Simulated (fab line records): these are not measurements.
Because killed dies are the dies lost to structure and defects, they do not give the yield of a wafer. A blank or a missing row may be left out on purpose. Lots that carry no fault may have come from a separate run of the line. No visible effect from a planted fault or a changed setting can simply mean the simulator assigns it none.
Struck lot and sound lot, side by side / flow sky130 / 37 steps out of a route of 708
Sound: these wafers, L445.1, L445.2, L445.4. Wafers struck: L453.3, L453.4, L453.6. At the end, the cause is stated.
Order at every step that has rows: each side's tool, ch and its chambers, its first start. Under that, the readings that differ: sound wafers / struck wafers / difference of the means / sigmas: that difference in standard deviations of wafers without a fault.
alike: a reading whose means differ by less than 2 such deviations, as well as words and numbers matching on both sides. not compared: withheld readings; readings where some wafer has no value; bounds like >300 that might hide an equal value; numbers whose values overlap and for which the record gives no deviation.
A row with sigmas, a row that says differs or no value, or rows on one side alone: a step with any of these is where the two part. Numbers that don't overlap but have no deviation are shown without sigmas and don't part them. A reading that every wafer of one side lacks parts them only if that side has two wafers or more.

first, 10 steps without rows for these wafers: SKY_FIELD_ISO_DEHYDRATE_05 (time 60 s); SKY_FIELD_ISO_HMDS_06 (prime time 60 s); SKY_FIELD_ISO_COAT_07 (resist thk 60 nm); SKY_FIELD_ISO_COAT_08 (resist thk 450 nm); SKY_FIELD_ISO_SOFTBAKE_09 (time 90 s); SKY_FIELD_ISO_EXPOSE_10 (exposes mask FOM, target cd 150 nm); SKY_FIELD_ISO_PEB_11; SKY_FIELD_ISO_DEVELOP_12 (develop time 60 s); SKY_FIELD_ISO_ETCH_14 (etches BARC in N2/H2, stops on SiO2, time 45.9 s, target depth 60 nm); SKY_FIELD_ISO_ETCH_15 (etches the open film in CHF3/O2, stops on Si, target depth 180 nm, time 72 s).
SKY_FIELD_ISO_STRIP_16: strips in O2/N2.
  sound on plasma asher-02 ch 0,1, day 3 13:23; struck on plasma asher-02 ch 0,1, day 5 06:07
  alike: drypump motor current A, oes product au, strip time to endpoint s
  not compared: rf hours counter h
then, 25 steps without rows for these wafers: SKY_FIELD_ISO_ETCH_17 (etches Si in HBr/Cl2/O2, target depth 342 nm, time 97.7 s); SKY_FIELD_ISO_WET_ETCH_18 (etches Si3N4 in H3PO4, target depth 25 nm, time 286 s); SKY_FIELD_ISO_CLEAN_19 (cleans in SC1/SC2, time 150 s); SKY_FIELD_ISO_CLEAN_20 (cleans in dHF, time 20 s); SKY_FIELD_ISO_WET_ETCH_21 (etches SiO2 in dHF, target depth 20 nm, time 400 s); SKY_FIELD_ISO_OXIDATION_22 (stabilise 600 s, purge 300 s, target thk 10 nm); SKY_FIELD_ISO_CVD_24 (deposits SiO2, target thk 595 nm, time 99.2 s); SKY_FIELD_ISO_ANNEAL_26 (time 1800 s); SKY_FIELD_ISO_CMP_27 (polishes, stops on Si3N4, t overpolish 16 s, target thk 457.8 nm); SKY_FIELD_ISO_WET_ETCH_28 (etches SiO2 in dHF, target depth 23.7 nm, time 47 s); SKY_FIELD_ISO_WET_ETCH_29 (etches Si3N4 in H3PO4, target depth 160 nm, time 1825 s); SKY_FIELD_ISO_WET_ETCH_30 (etches SiO2 in dHF, target depth 25 nm, time 50 s); SKY_NWELL_CLEAN_00 (cleans in SC1/SC2, time 150 s); SKY_NWELL_OXIDATION_01 (stabilise 600 s, purge 300 s, target thk 10 nm); SKY_DNWELL_DEHYDRATE_00 (time 60 s); SKY_DNWELL_HMDS_01 (prime time 60 s); SKY_DNWELL_COAT_02 (resist thk 3000 nm); SKY_DNWELL_SOFTBAKE_03; SKY_DNWELL_EXPOSE_04 (exposes mask DNM, target cd 3000 nm); SKY_DNWELL_PEB_05; SKY_DNWELL_DEVELOP_06 (develop time 60 s); SKY_DNWELL_IMPLANT_07; SKY_DNWELL_STRIP_08 (strips in O2/N2); SKY_PWDE_DEHYDRATE_00 (time 60 s); SKY_PWDE_HMDS_01 (prime time 60 s).
-- the record jumps here: 44 days lie between the struck wafers' starts before and after (it left off in module PWDE and takes up again in module PAD_OPEN, whose first step shown is number 708 of the route) --
SKY_PAD_OPEN_PROBE_99:
  struck on prober-02, day 48 20:38; sound on prober-02, day 46 21:08
reading=killed at contacts; sound=20 36 26; struck=11 17 19; difference=-12; sigmas=-2
reading=killed at front end; sound=16 13 14; struck=79 54 87; difference=+59; sigmas=+14
reading=killed dies; sound=89 94 78; struck=128 119 139; difference=+42; sigmas=+4
  alike: killed_at_M0_to_M3, killed_at_M4_up, killed at other, killed open, killed short

## WHERE THEY PART
At SKY_PAD_OPEN_PROBE_99 and nowhere else, as far as this record goes.

WHY: what the simulator had put in
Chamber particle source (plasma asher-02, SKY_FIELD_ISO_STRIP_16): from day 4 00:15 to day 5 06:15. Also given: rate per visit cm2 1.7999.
